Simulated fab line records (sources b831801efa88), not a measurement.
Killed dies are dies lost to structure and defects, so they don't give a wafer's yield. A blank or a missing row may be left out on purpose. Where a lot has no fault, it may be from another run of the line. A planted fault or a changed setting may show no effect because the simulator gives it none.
Matching of chambers | flow gf180mcu | GF_CONTACT_CMP_04 on cmp-02 has 4 sister chambers
The step polishes SiO2. 16 wafers are shown with their chamber, then 8 later ones without.

## EACH WAFER AND ITS CHAMBER
wafer  | chamber | motor-current-A (A) | head-pressure-psi (psi) | time-to-endpoint-s (s)
L304.1 | 3       | 12.9                | 4.008                   | 109
L304.5 | 3       | 12.7                | 4.008                   | 115
L304.6 | 2       | 10.4                | 3.989                   | 115
L305.2 | 2       | 10.5                | 3.999                   | 105
L305.4 | 3       | 13.1                | 3.999                   | 112
L305.6 | 3       | 12.7                | 3.994                   | 114
L307.3 | 3       | 13.1                | 4.005                   | 113
L307.5 | 3       | 12.8                | 4.005                   | 114
L307.6 | 0       | 8.2                 | 3.994                   | 116
L308.2 | 1       | 13.0                | 3.993                   | 107
L308.3 | 0       | 7.8                 | 4.009                   | 109
L308.4 | 2       | 10.5                | 4.009                   | 111
L313.2 | 3       | 13.5                | 4.010                   | 109
L313.3 | 1       | 13.1                | 3.989                   | 114
L313.6 | 0       | 8.8                 | 4.030                   | 118
L317.1 | 2       | 10.0                | 4.011                   | 99

SIGNATURES (means of the wafers above)
reading            | chamber 0 | chamber 1 | chamber 2 | chamber 3 | scatter within a chamber
motor-current-A    | 8.267     | 13.050    | 10.350    | 12.971    | 0.313
head-pressure-psi  | 4.01100   | 3.99100   | 4.00200   | 4.00414   | 0.00985
time-to-endpoint-s | 114.33    | 110.50    | 107.50    | 112.29    | 4.58
Rule: for a wafer and a chamber, the distance is found by dividing, reading by reading, the gap between the wafer's reading and the chamber's mean by the reading's scatter, squaring, summing and taking the root. The wafer belongs to the nearest chamber; if the next one is less than 2 further off, it can't be placed. The scatter: take each reading less its chamber's mean, square it, sum over the shown wafers, divide by the number of wafers less the number of chambers, and take the root.

## WAFERS WITHOUT THEIR CHAMBER
wafer  | motor-current-A (A) | head-pressure-psi (psi) | time-to-endpoint-s (s)
L317.2 | 8.7                 | 4.003                   | 101
L317.4 | 12.8                | 4.015                   | 105
L320.4 | 12.8                | 3.996                   | 106
L320.5 | 11.9                | 3.993                   | 106
L320.6 | 10.0                | 4.016                   | 108
L326.1 | 12.1                | 3.999                   | 109
L326.3 | 13.3                | 4.017                   | 109
L326.4 | 8.2                 | 4.008                   | 118

## EACH ONE'S CHAMBER
wafer  | from the rows above          | in truth
L317.2 | 0                            | 0
L317.4 | can't be placed: 3 or 1      | 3
L320.4 | can't be placed: 1 or 3      | 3
L320.5 | can't be placed: 1 or 3 or 2 | 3
L320.6 | 2                            | 2
L326.1 | can't be placed: 3 or 1      | 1
L326.3 | can't be placed: 3 or 1      | 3
L326.4 | 0                            | 0
3 of 8 placed correctly. From these rows, 5 cannot be placed; in 5 the true chamber is one of the candidates. Number placed wrongly: 0.
